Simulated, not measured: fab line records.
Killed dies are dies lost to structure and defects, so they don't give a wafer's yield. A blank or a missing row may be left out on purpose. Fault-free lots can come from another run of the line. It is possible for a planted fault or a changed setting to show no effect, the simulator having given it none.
Which of the tools did it? || flow sky130 || 12 lots, 36 wafers sampled, at 3 steps of a route of 708

WHAT EACH GAUGE READ, for each wafer
SKY_POLY_GATE_THK_MEAS_01.
{"lot": "L633", "measured": "day 14 22:22", "on": "filmMetro-04", "POLY_GATE_CVD_00_THK (nm)": "178.8 178.4 178.3"}
{"lot": "L632", "measured": "day 14 22:22", "on": "filmMetro-03", "POLY_GATE_CVD_00_THK (nm)": "181.9 182.2 179.9"}
{"lot": "L637", "measured": "day 16 11:56", "on": "filmMetro-02", "POLY_GATE_CVD_00_THK (nm)": "181.2 180.1 179.5"}
{"lot": "L638", "measured": "day 16 21:28", "on": "filmMetro-03", "POLY_GATE_CVD_00_THK (nm)": "181.5 181.2 182.2"}
{"lot": "L639", "measured": "day 17 04:00", "on": "filmMetro-04", "POLY_GATE_CVD_00_THK (nm)": "177.3 178.0 176.3"}
{"lot": "L645", "measured": "day 19 05:54", "on": "filmMetro-02", "POLY_GATE_CVD_00_THK (nm)": "180.7 180.2 181.1"}
{"lot": "L646", "measured": "day 19 07:26", "on": "filmMetro-02", "POLY_GATE_CVD_00_THK (nm)": "177.0 176.1 176.7"}
{"lot": "L647", "measured": "day 19 16:35", "on": "filmMetro-03", "POLY_GATE_CVD_00_THK (nm)": "177.8 179.3 178.8"}
{"lot": "L648", "measured": "day 20 02:58", "on": "filmMetro-02", "POLY_GATE_CVD_00_THK (nm)": "178.2 178.3 178.2"}
{"lot": "L651", "measured": "day 21 03:38", "on": "filmMetro-02", "POLY_GATE_CVD_00_THK (nm)": "179.5 178.7 180.8"}
{"lot": "L652", "measured": "day 21 10:22", "on": "filmMetro-02", "POLY_GATE_CVD_00_THK (nm)": "179.0 178.7 179.9"}
{"lot": "L654", "measured": "day 22 03:17", "on": "filmMetro-02", "POLY_GATE_CVD_00_THK (nm)": "181.3 182.8 181.7"}

SKY_LDD_LDN_OVL_MEAS_07.
{"lot": "L633", "measured": "day 23 21:05", "on": "overlay-02", "LDD_LDN_OVL (nm)": "-1.6 -1.8 -1.4"}
{"lot": "L632", "measured": "day 23 20:51", "on": "overlay-01", "LDD_LDN_OVL (nm)": "-0.6 -0.5 -0.5"}
{"lot": "L637", "measured": "day 25 12:32", "on": "overlay-02", "LDD_LDN_OVL (nm)": "-2.2 -0.8 -1.3"}
{"lot": "L638", "measured": "day 25 22:44", "on": "overlay-02", "LDD_LDN_OVL (nm)": "-0.2 0.6 1.8"}
{"lot": "L639", "measured": "day 26 06:11", "on": "overlay-02", "LDD_LDN_OVL (nm)": "-0.9 0.7 2.0"}
{"lot": "L645", "measured": "day 28 06:05", "on": "overlay-01", "LDD_LDN_OVL (nm)": "1.8 -0.6 0.6"}
{"lot": "L646", "measured": "day 28 09:50", "on": "overlay-01", "LDD_LDN_OVL (nm)": "0.6 1.0 2.5"}
{"lot": "L647", "measured": "day 28 14:42", "on": "overlay-01", "LDD_LDN_OVL (nm)": "-0.5 2.3 1.6"}
{"lot": "L648", "measured": "day 28 23:00", "on": "overlay-01", "LDD_LDN_OVL (nm)": "0.5 0.6 -0.7"}
{"lot": "L651", "measured": "day 29 22:14", "on": "overlay-01", "LDD_LDN_OVL (nm)": "0.0 -0.9 1.1"}
{"lot": "L652", "measured": "day 30 05:32", "on": "overlay-01", "LDD_LDN_OVL (nm)": "-0.7 0.2 -0.3"}
{"lot": "L654", "measured": "day 30 20:32", "on": "overlay-02", "LDD_LDN_OVL (nm)": "0.8 0.5 -0.4"}

WHAT TOOL EACH LOT RAN ON (gives the tool, then ch and the chambers of the sampled wafers, and finally the start)
{"lot": "L633", "SKY_SONOS_ONO_ETCH_15": "rieDiel-01 ch 1,3, day 13 11:38"}
{"lot": "L632", "SKY_SONOS_ONO_ETCH_15": "rieDiel-03 ch 0,2,3, day 13 11:51"}
{"lot": "L637", "SKY_SONOS_ONO_ETCH_15": "rieDiel-03 ch 0,1,3, day 15 00:11"}
{"lot": "L638", "SKY_SONOS_ONO_ETCH_15": "rieDiel-03 ch 0,1,2, day 15 10:05"}
{"lot": "L639", "SKY_SONOS_ONO_ETCH_15": "rieDiel-03 ch 0,1,2, day 15 16:15"}
{"lot": "L645", "SKY_SONOS_ONO_ETCH_15": "rieDiel-03 ch 0,2, day 17 17:04"}
{"lot": "L646", "SKY_SONOS_ONO_ETCH_15": "rieDiel-02 ch 0,1,3, day 17 19:07"}
{"lot": "L647", "SKY_SONOS_ONO_ETCH_15": "rieDiel-03 ch 0,1,2, day 18 03:15"}
{"lot": "L648", "SKY_SONOS_ONO_ETCH_15": "rieDiel-02 ch 0,2, day 18 13:30"}
{"lot": "L651", "SKY_SONOS_ONO_ETCH_15": "rieDiel-03 ch 0,2,3, day 19 16:11"}
{"lot": "L652", "SKY_SONOS_ONO_ETCH_15": "rieDiel-01 ch 2,3, day 19 22:26"}
{"lot": "L654", "SKY_SONOS_ONO_ETCH_15": "rieDiel-01 ch 1,2,3, day 20 16:01"}
- SKY_SONOS_ONO_ETCH_15: etches the open film in CHF3/O2, target depth 19.52 nm, time 7.8 s.

WHAT THE TOOLS THEMSELVES READ (means of the sampled wafers that have a number; where no wafer has one, the mark that the record gives instead)
SKY_SONOS_ONO_ETCH_15.
{"lot": "L633", "tool": "rieDiel-01", "drypumpMotorCurrentA (A)": 6.1, "oesProductAu (a.u.)": 0.986, "rfFwdPowerW (W)": 590, "throttleValvePct (%)": 8.836}
{"lot": "L632", "tool": "rieDiel-03", "drypumpMotorCurrentA (A)": 5.8, "oesProductAu (a.u.)": 1.003, "rfFwdPowerW (W)": 588, "throttleValvePct (%)": 8.828}
{"lot": "L637", "tool": "rieDiel-03", "drypumpMotorCurrentA (A)": 5.9, "oesProductAu (a.u.)": 0.992, "rfFwdPowerW (W)": 586, "throttleValvePct (%)": 8.819}
{"lot": "L638", "tool": "rieDiel-03", "drypumpMotorCurrentA (A)": 5.7, "oesProductAu (a.u.)": 1.003, "rfFwdPowerW (W)": 588, "throttleValvePct (%)": 8.817}
{"lot": "L639", "tool": "rieDiel-03", "drypumpMotorCurrentA (A)": 5.7, "oesProductAu (a.u.)": 1.005, "rfFwdPowerW (W)": 586, "throttleValvePct (%)": 8.821}
{"lot": "L645", "tool": "rieDiel-03", "drypumpMotorCurrentA (A)": 5.4, "oesProductAu (a.u.)": 1.006, "rfFwdPowerW (W)": 589, "throttleValvePct (%)": 8.820}
{"lot": "L646", "tool": "rieDiel-02", "drypumpMotorCurrentA (A)": 5.3, "oesProductAu (a.u.)": 0.982, "rfFwdPowerW (W)": 584, "throttleValvePct (%)": 8.826}
{"lot": "L647", "tool": "rieDiel-03", "drypumpMotorCurrentA (A)": 5.7, "oesProductAu (a.u.)": 0.995, "rfFwdPowerW (W)": 587, "throttleValvePct (%)": 8.830}
{"lot": "L648", "tool": "rieDiel-02", "drypumpMotorCurrentA (A)": 5.6, "oesProductAu (a.u.)": 0.984, "rfFwdPowerW (W)": 589, "throttleValvePct (%)": 8.818}
{"lot": "L651", "tool": "rieDiel-03", "drypumpMotorCurrentA (A)": 5.8, "oesProductAu (a.u.)": 1.005, "rfFwdPowerW (W)": 587, "throttleValvePct (%)": 8.827}
{"lot": "L652", "tool": "rieDiel-01", "drypumpMotorCurrentA (A)": 5.9, "oesProductAu (a.u.)": 0.992, "rfFwdPowerW (W)": 590, "throttleValvePct (%)": 8.825}
{"lot": "L654", "tool": "rieDiel-01", "drypumpMotorCurrentA (A)": 5.9, "oesProductAu (a.u.)": 0.996, "rfFwdPowerW (W)": 590, "throttleValvePct (%)": 8.822}

THE ANSWER, worked out from the rows above alone
Rule: the usual values come from the lots themselves. The widest of any qualifying gaps counts: lots, ordered by their means at a reading, are off when they make up no more than a third of the lots, leave a main group of 4 or more, and stand apart from it by 3 or more times the standard deviation of that group's means. If all means in a main group match to the digits the tables above print for the reading, that group is not used. A lot without any number at a reading at which 4 lots or more have one is off too. All remaining lots with rows at the step are treated as sound. After the gauges, taken in route order, come the tools' own readings; for these a lot's mean is taken, as printed above. At the first step where some lot is off, the reading lying furthest off is the one used; lots without a number count as furthest.
No lot is off at any reading shown: from this, nothing can be told.

WHAT THE SIMULATOR PUT IN
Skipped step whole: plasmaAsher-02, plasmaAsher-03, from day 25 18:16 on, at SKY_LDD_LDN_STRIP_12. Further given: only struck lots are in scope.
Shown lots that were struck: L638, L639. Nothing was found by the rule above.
